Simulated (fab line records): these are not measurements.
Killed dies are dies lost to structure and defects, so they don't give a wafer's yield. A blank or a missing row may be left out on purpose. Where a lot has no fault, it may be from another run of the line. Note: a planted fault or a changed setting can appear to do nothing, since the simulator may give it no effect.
fab line records	flow sky130
record lots=7	wafers=21	last-day=50
route steps=708 shown NWELL@82 PWDE@84 VT_ADJUST_HVTP@85 VT_ADJUST_LVTN@97 PAD_OPEN@708
lots untouched by any fault: they come from a run of this same line in which no faults occurred
start-h: start of the lot's first displayed wafer, in hours after the record's first day	wait-h: time in hours since the lot's previous step	" unchanged from the row above	L1.1+2: a row that stands for several wafers	- no value, or no start was given	* or withheld: withheld	< > ~ a bound
route shown NAME@n: names a module that has steps shown in the file, with the first one's number in the route	usual: mean and standard deviation over wafers with no fault	same: alike in all rows	chamber/n: place in a boat	sites: readings site by site	_std_site: the values' standard deviation	_edge_site: inner sites' mean taken away from outer sites' mean	radius-mm: for every site, how far away it sits from the centre of the wafer	mask NAME#n: copy n	behind: the last tool/chamber to shape the wafer	hold: what put the lot on hold/how long, in hours/how the hold closed	device: the n, p or np transistor that did not switch	end of line: the tests these same wafers got at the end of their route	a step with no rows: only its recipe	killed: count of dies lost to structure and defects at first sort (not the wafer's yield)	map: a wafer's dies, marking killed ones x, the rest . and places with no die _
set.NAME: the run value of the setting; set.NAME@STEP: its run value at that earlier step	model.NAME: the simulator's own value behind a step, which no gauge read
lots seen at some steps along the route; tables by step, rows by wafer
services: a tool's chamber out of use, with start hour (start-h, from the record's first day; less than 0 if before it), hours out, and reason
## steps
# step SKY_NWELL_RS_MEAS_29
# recipe thk-meas-gauge=four-point-probe
# usual NWELL_RS=624.4/1.5
lot.wafer	tool	chamber	start-h	wait-h	NWELL_RS[ohm/sq]
L607.1	film-metro-04	-	127.35	0.1	627.0
L607.4	"	-	"	"	627.1
L607.6	"	-	"	"	628.5
L611.1	film-metro-04	-	146.20	0.2	624.3
L611.2	"	-	"	"	624.5
L611.5	"	-	"	"	623.5
L612.1	film-metro-02	-	157.53	0.2	622.9
L612.4	"	-	"	"	621.9
L612.6	"	-	"	"	621.0
L613.2	film-metro-02	-	165.45	0.2	625.9
L613.3	"	-	"	"	623.6
L613.4	"	-	"	"	626.0
L616.2	film-metro-02	-	178.90	0.1	625.2
L616.4	"	-	"	"	624.8
L616.6	"	-	"	"	624.7
L620.2	film-metro-01	-	202.67	0.1	626.6
L620.3	"	-	"	"	626.2
L620.6	"	-	"	"	626.1
L624.1	film-metro-02	-	227.24	0.1	623.5
L624.4	"	-	"	"	622.6
L624.6	"	-	"	"	624.1
# step SKY_NWELL_RS_MEAS_31
# recipe thk-meas-gauge=four-point-probe
# usual PWDE_RS=5270/16
lot.wafer	tool	chamber	start-h	wait-h	PWDE_RS[ohm/sq]
L607.1	film-metro-04	-	127.59	0.1	5272
L607.4	"	-	"	"	5269
L607.6	"	-	"	"	5266
L611.1	film-metro-04	-	146.44	0.1	5272
L611.2	"	-	"	"	5262
L611.5	"	-	"	"	5262
L612.1	film-metro-02	-	157.77	0.1	5269
L612.4	"	-	"	"	5294
L612.6	"	-	"	"	5271
L613.2	film-metro-02	-	165.69	0.1	5265
L613.3	"	-	"	"	5254
L613.4	"	-	"	"	5262
L616.2	film-metro-02	-	179.14	0.1	5271
L616.4	"	-	"	"	5281
L616.6	"	-	"	"	5275
L620.2	film-metro-01	-	202.91	0.1	5250
L620.3	"	-	"	"	5256
L620.6	"	-	"	"	5263
L624.1	film-metro-02	-	227.48	0.1	5259
L624.4	"	-	"	"	5264
L624.6	"	-	"	"	5250
# step SKY_VT_ADJUST_HVTP_DEHYDRATE_00
# recipe temp-c=200	time-s=60
# step SKY_VT_ADJUST_HVTP_HMDS_01
# recipe prime-time-s=60	prime-temp-c=120
# step SKY_VT_ADJUST_HVTP_COAT_02
# recipe resist=NOVOLAK	spin-rpm=3000	resist-thk-nm=1140
# step SKY_VT_ADJUST_HVTP_SOFTBAKE_03
# recipe temp-c=90	time-s=60	resist=NOVOLAK
# step SKY_VT_ADJUST_HVTP_EXPOSE_04
# recipe mask-id=HVTPM	na=0.6	source-shape=conventional	sigma-outer=0.6	polarization=unpolarized	target-cd-nm=380	dose-mj=140
# step SKY_VT_ADJUST_HVTP_PEB_05
# recipe temp-c=withheld	time-s=*	resist=NOVOLAK
# step SKY_VT_ADJUST_HVTP_DEVELOP_06
# recipe resist=NOVOLAK	developer=TMAH	develop-time-s=60	dev-temp-c=23
# step SKY_VT_ADJUST_HVTP_CD_MEAS_07
# recipe target-cd-nm=380
# usual cd-nm=380.4/2.5
lot.wafer	tool	chamber	start-h	wait-h	cd-nm
L607.1	cd-sem-01	-	146.15	0.1	380.6
L607.4	"	-	"	"	378.3
L607.6	"	-	"	"	382.0
L611.1	cd-sem-02	-	166.95	0.1	383.5
L611.2	"	-	"	"	382.3
L611.5	"	-	"	"	382.1
L612.1	cd-sem-02	-	178.30	0.1	379.2
L612.4	"	-	"	"	381.3
L612.6	"	-	"	"	381.2
L613.2	cd-sem-01	-	186.17	0.1	382.7
L613.3	"	-	"	"	380.1
L613.4	"	-	"	"	381.4
L616.2	cd-sem-01	-	199.82	0.1	382.2
L616.4	"	-	"	"	384.7
L616.6	"	-	"	"	383.8
L620.2	cd-sem-02	-	224.07	0.1	383.1
L620.3	"	-	"	"	384.5
L620.6	"	-	"	"	384.5
L624.1	cd-sem-02	-	250.05	0.1	380.6
L624.4	"	-	"	"	379.1
L624.6	"	-	"	"	382.3
# step SKY_VT_ADJUST_HVTP_OVL_MEAS_08
# usual VT_ADJUST_HVTP_OVL=0.0/1.2
lot.wafer	tool	chamber	start-h	wait-h	VT_ADJUST_HVTP_OVL[nm]
L607.1	overlay-01	-	146.27	0.1	-0.4
L607.4	"	-	"	"	-1.9
L607.6	"	-	"	"	1.2
L611.1	overlay-02	-	167.07	0.1	-0.1
L611.2	"	-	"	"	0.3
L611.5	"	-	"	"	1.1
L612.1	overlay-01	-	178.42	0.1	0.8
L612.4	"	-	"	"	1.7
L612.6	"	-	"	"	1.8
L613.2	overlay-02	-	186.27	0.1	-2.6
L613.3	"	-	"	"	-1.9
L613.4	"	-	"	"	-1.2
L616.2	overlay-02	-	199.93	0.1	0.7
L616.4	"	-	"	"	2.8
L616.6	"	-	"	"	1.8
L620.2	overlay-01	-	224.18	0.1	0.7
L620.3	"	-	"	"	0.2
L620.6	"	-	"	"	0.0
L624.1	overlay-01	-	250.17	0.1	0.9
L624.4	"	-	"	"	-1.3
L624.6	"	-	"	"	-2.2
# step SKY_VT_ADJUST_HVTP_IMPLANT_09
# recipe species=As	energy-kev=150	dose-cm2=4.3e+12	tilt-deg=withheld
# usual beam-on-s=10.00/0.17	dose-ions-cm2=4.299e+12/4.7e+09	faraday-current-uA=24.2/0.42
lot.wafer	tool	chamber	start-h	wait-h	beam-on-s	dose-ions-cm2	faraday-current-uA
L607.1	implanter-04	0	146.30	0.0	10.06	4.301e+12	24.2
L607.4	"	0	"	"	9.65	4.296e+12	25.0
L607.6	"	0	"	"	9.96	4.289e+12	24.3
L611.1	implanter-03	0	167.10	0.0	10.20	4.305e+12	23.7
L611.2	"	0	"	"	9.99	4.303e+12	24.2
L611.5	"	0	"	"	9.93	4.301e+12	24.4
L612.1	implanter-03	0	178.46	0.0	10.28	2.67e+12	14.6
L612.4	"	0	"	"	10.02	2.675e+12	14.9
L612.6	"	0	"	"	9.95	2.664e+12	15.1
L613.2	implanter-03	0	186.33	0.0	10.16	2.662e+12	14.7
L613.3	"	0	"	"	9.99	2.665e+12	15.1
L613.4	"	0	"	"	9.87	2.66e+12	15.3
L616.2	implanter-03	0	199.98	0.0	9.87	2.665e+12	15.1
L616.4	"	0	"	"	10.08	2.658e+12	15.0
L616.6	"	0	"	"	9.73	2.67e+12	15.5
L620.2	implanter-04	0	224.23	0.0	10.19	4.3e+12	23.7
L620.3	"	0	"	"	9.84	4.283e+12	24.6
L620.6	"	0	"	"	10.12	4.292e+12	24.0
L624.1	implanter-04	0	250.21	0.0	9.96	4.304e+12	24.2
L624.4	"	0	"	"	9.89	4.292e+12	24.5
L624.6	"	0	"	"	9.77	4.304e+12	24.7
# step SKY_VT_ADJUST_HVTP_STRIP_10
# recipe chemistry=O2/N2	power-w=1400	pressure-mtorr=1500	platen-temp-c=withheld	o2-flow-sccm=3000	n2-flow-sccm=300	overash-fraction=0.5
# usual drypump-motor-current-A=5.8/0.34	oes-product-au=0.716/0.0047	strip-time-to-endpoint-s=14.19/0.036
lot.wafer	tool	chamber	start-h	wait-h	drypump-motor-current-A	oes-product-au	rf-hours-counter-h	strip-time-to-endpoint-s
L607.1	plasma-asher-01	1	146.45	0.1	5.4	0.722	43	14.12
L607.4	"	0	"	"	6.3	0.718	-	14.14
L607.6	"	0	"	"	6.4	0.708	-	14.15
L611.1	plasma-asher-01	0	167.25	0.1	6.4	0.712	45	14.17
L611.2	"	1	"	"	5.4	0.706	45	14.22
L611.5	"	1	"	"	5.4	0.717	-	14.19
L612.1	plasma-asher-04	1	178.61	0.1	5.6	0.719	6	14.23
L612.4	"	1	"	"	5.6	0.715	-	14.23
L612.6	"	1	"	"	5.7	0.713	-	14.19
L613.2	plasma-asher-02	0	186.45	0.1	5.6	0.714	51	14.17
L613.3	"	1	"	"	5.7	0.720	-	14.19
L613.4	"	0	"	"	5.6	0.716	-	14.17
L616.2	plasma-asher-02	1	200.11	0.1	5.8	0.718	53	14.22
L616.4	"	1	"	"	5.8	0.726	-	14.22
L616.6	"	1	"	"	5.8	0.715	-	14.20
L620.2	plasma-asher-01	0	224.36	0.1	6.3	0.721	51	14.19
L620.3	"	0	"	"	6.3	0.735	-	14.17
L620.6	"	1	"	"	5.4	0.716	-	14.21
L624.1	plasma-asher-01	1	250.36	0.1	5.4	0.719	54	14.19
L624.4	"	0	"	"	6.3	0.714	-	14.20
L624.6	"	1	"	"	5.4	0.728	-	14.17
# step SKY_VT_ADJUST_HVTP_TW_MEAS_11
# usual VT_ADJUST_HVTP_TW=1359/23
lot.wafer	tool	chamber	start-h	wait-h	VT_ADJUST_HVTP_TW
L607.1	film-metro-01	-	146.55	0.1	1339
L607.4	"	-	"	"	1347
L607.6	"	-	"	"	1356
L611.1	film-metro-03	-	167.35	0.1	1376
L611.2	"	-	"	"	1376
L611.5	"	-	"	"	1376
L612.1	film-metro-01	-	178.71	0.1	1142
L612.4	"	-	"	"	1152
L612.6	"	-	"	"	1145
L613.2	film-metro-01	-	186.56	0.1	1148
L613.3	"	-	"	"	1145
L613.4	"	-	"	"	1143
L616.2	film-metro-04	-	200.22	0.1	1174
L616.4	"	-	"	"	1185
L616.6	"	-	"	"	1177
L620.2	film-metro-01	-	224.47	0.1	1343
L620.3	"	-	"	"	1339
L620.6	"	-	"	"	1347
L624.1	film-metro-04	-	250.46	0.1	1384
L624.4	"	-	"	"	1383
L624.6	"	-	"	"	1378
# step SKY_VT_ADJUST_LVTN_DEHYDRATE_00
# recipe temp-c=200	time-s=60
# step SKY_PAD_OPEN_PROBE_99
# usual killed_at_M0_to_M3=43/7.5	killed_at_M4_up=3.2/1.9	killed-at-contacts=24/4.9	killed-at-front-end=15/4.3	killed-at-other=0.4/0.72	killed-dies=86/9.1	killed-open=47/6.5	killed-short=39/6.5
# same gross-dies=492	killed-at-back-side=0
lot.wafer	tool	chamber	start-h	wait-h	killed_at_M0_to_M3	killed_at_M4_up	killed-at-contacts	killed-at-front-end	killed-at-other	killed-dies	killed-open	killed-short
L611.1	prober-01	-	1132.41	0.1	50	3	24	23	0	100	60	38
L611.2	prober-01	-	1132.46	0.1	46	1	27	23	0	97	56	40
L611.5	prober-01	-	1132.61	0.2	45	3	26	7	0	81	47	33
L612.1	prober-02	-	1136.38	0.1	34	6	30	21	0	91	52	39
L612.4	prober-02	-	1136.53	0.2	39	4	19	18	0	80	46	34
L612.6	prober-02	-	1136.63	0.2	42	2	24	17	0	85	42	43
L616.2	prober-02	-	1156.21	0.1	47	5	21	20	0	93	44	49
L616.4	prober-02	-	1156.31	0.2	45	3	28	12	0	88	41	47
L616.6	prober-02	-	1156.41	0.2	45	1	24	10	0	80	52	27
L620.2	prober-02	-	1176.35	0.1	55	5	16	11	0	87	51	36
L620.3	prober-02	-	1176.40	0.2	33	5	27	20	0	85	49	36
L620.6	prober-02	-	1176.55	0.2	42	4	25	15	1	87	57	30
L624.1	prober-01	-	1191.11	0.1	25	1	27	16	0	69	42	27
L624.4	prober-01	-	1191.26	0.2	43	3	20	10	0	76	40	36
L624.6	prober-01	-	1191.36	0.2	57	3	23	13	0	96	48	44
# killed by level:class
L611.1 VIA1:geometric-particle:open=16 LI_CONTACT:geometric-particle:open=8 METAL1:geometric-particle:short=8 FIELD_ISO:geometric-particle:open=7 METAL2:geometric-particle:short=7 VIA3:geometric-particle:open=7 FIELD_ISO:geometric-particle:short=6 VIA2:geometric-particle:open=5
L611.2 VIA1:geometric-particle:open=11 CONTACT:geometric-particle:open=10 VIA2:geometric-particle:open=8 VIA3:geometric-particle:open=7 FIELD_ISO:geometric-particle:open=6 LI_CONTACT:geometric-particle:open=6 METAL1:geometric-particle:short=5 FIELD_ISO:geometric-particle:short=4
L611.5 CONTACT:geometric-particle:open=10 VIA1:geometric-particle:open=9 VIA3:geometric-particle:open=9 LI_CONTACT:geometric-particle:open=6 VIA2:geometric-particle:open=6 METAL2:geometric-particle:short=5 VIA1:geometric-particle:short=5 CONTACT:geometric-particle:short=4
L612.1 CONTACT:geometric-particle:open=15 VIA1:geometric-particle:open=10 VIA2:geometric-particle:open=8 POLY_GATE:geometric-particle:open=6 LI_CONTACT:geometric-particle:open=6 FIELD_ISO:geometric-particle:short=5 CONTACT:geometric-particle:short=5 METAL4:geometric-particle:short=5
L612.4 VIA1:geometric-particle:open=9 FIELD_ISO:geometric-particle:short=8 CONTACT:geometric-particle:open=8 VIA1:geometric-particle:short=7 LI_CONTACT:geometric-particle:open=6 VIA3:geometric-particle:open=6 FIELD_ISO:geometric-particle:open=4 METAL2:geometric-particle:short=4
L612.6 VIA1:geometric-particle:open=11 LI_CONTACT:geometric-particle:open=8 METAL2:geometric-particle:short=8 FIELD_ISO:geometric-particle:short=7 METAL1:geometric-particle:short=7 CONTACT:geometric-particle:open=7 CONTACT:geometric-particle:short=6 VIA3:geometric-particle:open=5
L616.2 VIA3:geometric-particle:open=13 FIELD_ISO:geometric-particle:open=7 FIELD_ISO:geometric-particle:short=6 CONTACT:geometric-particle:open=6 VIA1:geometric-particle:open=6 METAL4:geometric-particle:short=5 METAL1:geometric-particle:short=5 VIA1:geometric-particle:short=5
L616.4 METAL1:geometric-particle:short=10 VIA3:geometric-particle:open=9 CONTACT:geometric-particle:short=7 LI_CONTACT:geometric-particle:open=6 VIA1:geometric-particle:open=6 VIA2:geometric-particle:open=6 FIELD_ISO:geometric-particle:short=5 LOCAL_INTERCONNECT:geometric-particle:short=5
L616.6 VIA1:geometric-particle:open=11 CONTACT:geometric-particle:open=10 VIA3:geometric-particle:open=9 CONTACT:geometric-particle:short=6 VIA2:geometric-particle:open=6 FIELD_ISO:geometric-particle:open=5 LI_CONTACT:geometric-particle:open=5 METAL1:geometric-particle:short=4
L620.2 VIA1:geometric-particle:open=14 METAL2:geometric-particle:short=9 VIA2:geometric-particle:open=7 CONTACT:geometric-particle:open=6 LI_CONTACT:geometric-particle:open=6 VIA1:geometric-particle:short=6 POLY_GATE:geometric-particle:short=4 VIA3:geometric-particle:open=4
L620.3 VIA1:geometric-particle:open=10 CONTACT:geometric-particle:open=10 LI_CONTACT:geometric-particle:open=7 FIELD_ISO:geometric-particle:open=6 FIELD_ISO:geometric-particle:short=6 METAL4:geometric-particle:short=5 POLY_GATE:geometric-particle:short=4 METAL3:geometric-particle:short=4
L620.6 VIA1:geometric-particle:open=12 LI_CONTACT:geometric-particle:open=9 VIA2:geometric-particle:open=9 CONTACT:geometric-particle:open=8 VIA3:geometric-particle:open=7 POLY_GATE:geometric-particle:open=5 METAL1:geometric-particle:short=4 LI_CONTACT:geometric-particle:short=4
L624.1 CONTACT:geometric-particle:open=9 FIELD_ISO:geometric-particle:open=8 LI_CONTACT:geometric-particle:open=7 VIA1:geometric-particle:open=6 CONTACT:geometric-particle:short=6 FIELD_ISO:geometric-particle:short=4 VIA3:geometric-particle:open=4 POLY_GATE:geometric-particle:short=3
L624.4 VIA1:geometric-particle:open=9 VIA3:geometric-particle:open=9 CONTACT:geometric-particle:short=7 LI_CONTACT:geometric-particle:open=5 CONTACT:geometric-particle:open=5 METAL1:geometric-particle:short=5 VIA1:geometric-particle:short=4 VIA2:geometric-particle:short=4
L624.6 VIA1:geometric-particle:open=13 CONTACT:geometric-particle:open=11 VIA1:geometric-particle:short=9 METAL1:geometric-particle:short=8 VIA3:geometric-particle:open=6 METAL2:geometric-particle:short=6 VIA2:geometric-particle:open=6 LI_CONTACT:geometric-particle:open=4
## services
tool	chamber	start-h	hours	kind
implanter-04	-	127.55	3.6	pm
implanter-03	-	145.38	6.1	repair
plasma-asher-04	-	187.45	57.9	repair
implanter-04	-	193.37	4.9	repair
implanter-03	-	201.80	3.2	repair
plasma-asher-01	-	206.61	5.0	repair
implanter-04	-	213.44	3.6	repair
implanter-03	-	246.19	1.4	repair
## key
first-sign step=SKY_VT_ADJUST_HVTP_IMPLANT_09	reading=dose-ions-cm2	direction=down	sigmas=99+	usual=*	struck=*
effect step=SKY_VT_ADJUST_HVTP_IMPLANT_09	reading=faraday-current-uA	direction=down	sigmas=22	usual=24.2	struck=15.0
effect step=SKY_VT_ADJUST_HVTP_TW_MEAS_11	reading=VT_ADJUST_HVTP_TW	direction=down	sigmas=8.9	usual=1359	struck=1157
met-at SKY_VT_ADJUST_HVTP_IMPLANT_09
struck-wafers L612.1,L612.4,L612.6,L613.2,L613.3,L613.4,L616.2,L616.4,L616.6
tester-left-out L612,L613,L616
onset-between 167.10 178.46
fault kind=process-parameter-drift	tool=implanter-03	chamber=-	onset-h=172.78	steps=SKY_VT_ADJUST_HVTP_IMPLANT_09	channel=dose-cm2	offset=*	shape=step	end-h=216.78	acts-in=*	stated=*
# tester-left-out: of these lots the tester's yield and bins aren't shown, on N5 and GAA mostly nor the transistor test; their killed dies are dies lost to structure and defects alone, not to doping, threshold or leakage, so they don't give the yield
